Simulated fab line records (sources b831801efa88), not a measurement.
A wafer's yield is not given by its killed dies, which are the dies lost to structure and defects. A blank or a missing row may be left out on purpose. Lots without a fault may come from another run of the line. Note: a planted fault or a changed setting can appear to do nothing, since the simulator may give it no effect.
Which of the tools did it?    flow gf180mcu    10 lots with 30 wafers sampled at 6 steps, on a route of 602 steps

== WHAT THE GAUGES READ, wafer by wafer ==
GF_V4_THK_MEAS_01. Usual: V4_CVD_00_THK 604 nm, standard deviation 6.9.
lot   measured      on            V4_CVD_00_THK (nm)  flag
L470  day 24 16:57  filmMetro-02  605 602 604         
L474  day 25 14:17  filmMetro-03  609 611 597         
L475  day 26 02:37  filmMetro-03  607 600 604         
L476  day 26 10:25  filmMetro-02  590 609 592         
L477  day 26 17:32  filmMetro-03  613 604 593         
L478  day 27 05:01  filmMetro-02  604 596 595         
L480  day 27 12:46  filmMetro-02  605 598 610         
L486  day 29 08:26  filmMetro-02  611 604 607         
L488  day 29 16:57  filmMetro-02  594 594 594         
L491  day 30 21:52  filmMetro-04  602 605 597         

GF_MIM_RS_MEAS_10: measures by four-point-probe. Usual: MIM_ALCU_RS 0.1600 ohm/sq, standard deviation 0.0022.
lot   measured      on            MIM_ALCU_RS (ohm/sq)  flag
L470  day 25 16:55  filmMetro-04  0.1620 0.1629 0.1588  
L474  day 26 13:41  filmMetro-02  0.1594 0.1568 0.1605  
L475  day 27 01:13  filmMetro-02  0.1580 0.1605 0.1599  
L476  day 27 09:57  filmMetro-04  0.1595 0.1600 0.1591  
L477  day 27 16:43  filmMetro-04  0.1599 0.1615 0.1619  
L478  day 28 03:49  filmMetro-04  0.1613 0.1616 0.1592  
L480  day 28 11:53  filmMetro-01  0.1557 0.1573 0.1580  
L486  day 30 06:04  filmMetro-04  0.2690 0.1599 0.1643  OFF
L488  day 30 14:54  filmMetro-02  0.1605 0.1617 0.1590  
L491  day 31 17:58  filmMetro-01  0.1561 0.1605 0.1609  

GF_MIM_THK_MEAS_11: measures by xrf. Usual: MIM_ALCU_THK 198.4 nm, standard deviation 3.
lot   measured      on            MIM_ALCU_THK (nm)  flag
L470  day 25 17:01  filmMetro-04  194.4 193.3 198.1  
L474  day 26 13:47  filmMetro-02  198.2 201.2 196.6  
L475  day 27 01:19  filmMetro-02  200.8 197.5 197.7  
L476  day 27 10:03  filmMetro-04  200.0 196.9 199.5  
L477  day 27 16:49  filmMetro-04  200.2 196.4 197.5  
L478  day 28 03:55  filmMetro-04  196.7 195.8 199.2  
L480  day 28 12:00  filmMetro-01  202.8 201.1 200.6  
L486  day 30 06:11  filmMetro-04  120.2 197.4 193.5  OFF
L488  day 30 15:01  filmMetro-02  197.4 196.4 199.9  
L491  day 31 18:05  filmMetro-01  204.0 198.4 199.9  

== WHICH TOOL RAN EACH LOT (tool, then ch and the chambers of the sampled wafers, then the start) ==
lot   GF_V4_ETCH_16                      GF_MIM_CVD_05                    GF_MIM_SPUTTER_08
L470  rieDiel-04 ch 0,2, day 25 15:07    pecvd-02 ch 1,2, day 25 16:42    pvdSputter-01, day 25 16:50
L474  rieDiel-04 ch 0,1,2, day 26 11:52  pecvd-02 ch 0,1, day 26 13:28    pvdSputter-02, day 26 13:35
L475  rieDiel-03 ch 0,2,3, day 26 23:25  pecvd-02 ch 0,1,2, day 27 00:59  pvdSputter-04, day 27 01:08
L476  rieDiel-03 ch 0,2,3, day 27 08:03  pecvd-02 ch 0,2, day 27 09:43    pvdSputter-01, day 27 09:51
L477  rieDiel-03 ch 0,2,3, day 27 14:49  pecvd-01 ch 0,1,2, day 27 16:28  pvdSputter-01, day 27 16:36
L478  rieDiel-04 ch 0,1,3, day 28 02:01  pecvd-01 ch 1,2, day 28 03:36    pvdSputter-04, day 28 03:44
L480  rieDiel-01 ch 0,3, day 28 10:07    pecvd-01 ch 0,1, day 28 11:41    pvdSputter-04, day 28 11:49
L486  rieDiel-01 ch 0,1,2, day 30 04:16  pecvd-02 ch 0,1,2, day 30 05:52  pvdSputter-01, day 30 06:01
L488  rieDiel-04 ch 1,2,3, day 30 12:46  pecvd-01 ch 0,2, day 30 14:41    pvdSputter-04, day 30 14:49
L491  rieDiel-01 ch 0,1,3, day 31 16:04  pecvd-01 ch 0,1,2, day 31 17:40  pvdSputter-02, day 31 17:55
- GF_V4_ETCH_16: etches BARC in N2/H2.
- GF_MIM_CVD_05: deposits Si3N4, target thk 42 nm, time 29.086 s.
- GF_MIM_SPUTTER_08: material AlCu, target thk 200 nm, time 10.6 s.

== AS READ BY THE TOOLS THEMSELVES (means over the sampled wafers that have a number; for cases with no such wafer, the mark the record gives instead) ==
GF_V4_ETCH_16. Usual: drypumpMotorCurrentA 6.0 A, standard deviation 0.5; oesProductAu 0.855 a.u., standard deviation 0.0042; throttleValvePct 13.225 %, standard deviation 0.0093.
lot   tool        drypumpMotorCurrentA (A)  oesProductAu (a.u.)  throttleValvePct (%)  flag
L470  rieDiel-04  6.5                       0.853                13.226                
L474  rieDiel-04  6.2                       0.855                13.222                
L475  rieDiel-03  5.7                       0.855                13.236                
L476  rieDiel-03  5.7                       0.858                13.228                
L477  rieDiel-03  5.7                       0.855                13.223                
L478  rieDiel-04  6.0                       0.855                13.229                
L480  rieDiel-01  6.0                       0.852                13.219                
L486  rieDiel-01  6.3                       0.851                13.219                
L488  rieDiel-04  6.3                       0.853                13.227                
L491  rieDiel-01  6.2                       0.856                13.223                

GF_MIM_CVD_05. Usual: heaterPowerW 688 W, standard deviation 80.
lot   tool      heaterPowerW (W)  flag
L470  pecvd-02  666               
L474  pecvd-02  789               
L475  pecvd-02  684               
L476  pecvd-02  691               
L477  pecvd-01  660               
L478  pecvd-01  735               
L480  pecvd-01  625               
L486  pecvd-02  720               
L488  pecvd-01  714               
L491  pecvd-01  671               

GF_MIM_SPUTTER_08. Usual: cathodeDcPowerW 10600 W, standard deviation 2; throttleValvePct 30.3 %, standard deviation 1.
lot   tool           cathodeDcPowerW (W)  throttleValvePct (%)  flag
L470  pvdSputter-01  10601                29.9                  
L474  pvdSputter-02  10601                29.6                  
L475  pvdSputter-04  10603                31.0                  
L476  pvdSputter-01  10600                30.6                  
L477  pvdSputter-01  10598                30.6                  
L478  pvdSputter-04  10602                31.1                  
L480  pvdSputter-04  10599                31.8                  
L486  pvdSputter-01  10599                30.2                  
L488  pvdSputter-04  10600                31.4                  
L491  pvdSputter-02  10598                31.0                  

== THE ANSWER, worked out from the rows above alone ==
Rule: a lot is off if the mean of its wafers that have a number lies more than 3 standard deviations from the usual mean. Also off: a lot with no number at a reading for which 4 or more lots have one. Where the step has rows for the other lots, those lots are counted as sound. Order of review: gauges by route order, followed by the tools' own readings, for which a lot's mean as printed above is used. The first step at which some lot is off is used, and at that step the reading that is off furthest; a lot without a number counts as furthest.
Off: L486, at GF_MIM_RS_MEAS_10 (MIM_ALCU_RS).
A tool fits if, at a process step before that reading, it ran every lot that is off, and no sound lot after the first of them. Gauges at GF_MIM_RS_MEAS_10: tried the same way as those tools. Can't be told from this: 3 tools fit, pecvd-02 at GF_MIM_CVD_05, pvdSputter-01 at GF_MIM_SPUTTER_08, filmMetro-04 at GF_MIM_RS_MEAS_10.

== WHAT HAD BEEN PUT IN BY THE SIMULATOR ==
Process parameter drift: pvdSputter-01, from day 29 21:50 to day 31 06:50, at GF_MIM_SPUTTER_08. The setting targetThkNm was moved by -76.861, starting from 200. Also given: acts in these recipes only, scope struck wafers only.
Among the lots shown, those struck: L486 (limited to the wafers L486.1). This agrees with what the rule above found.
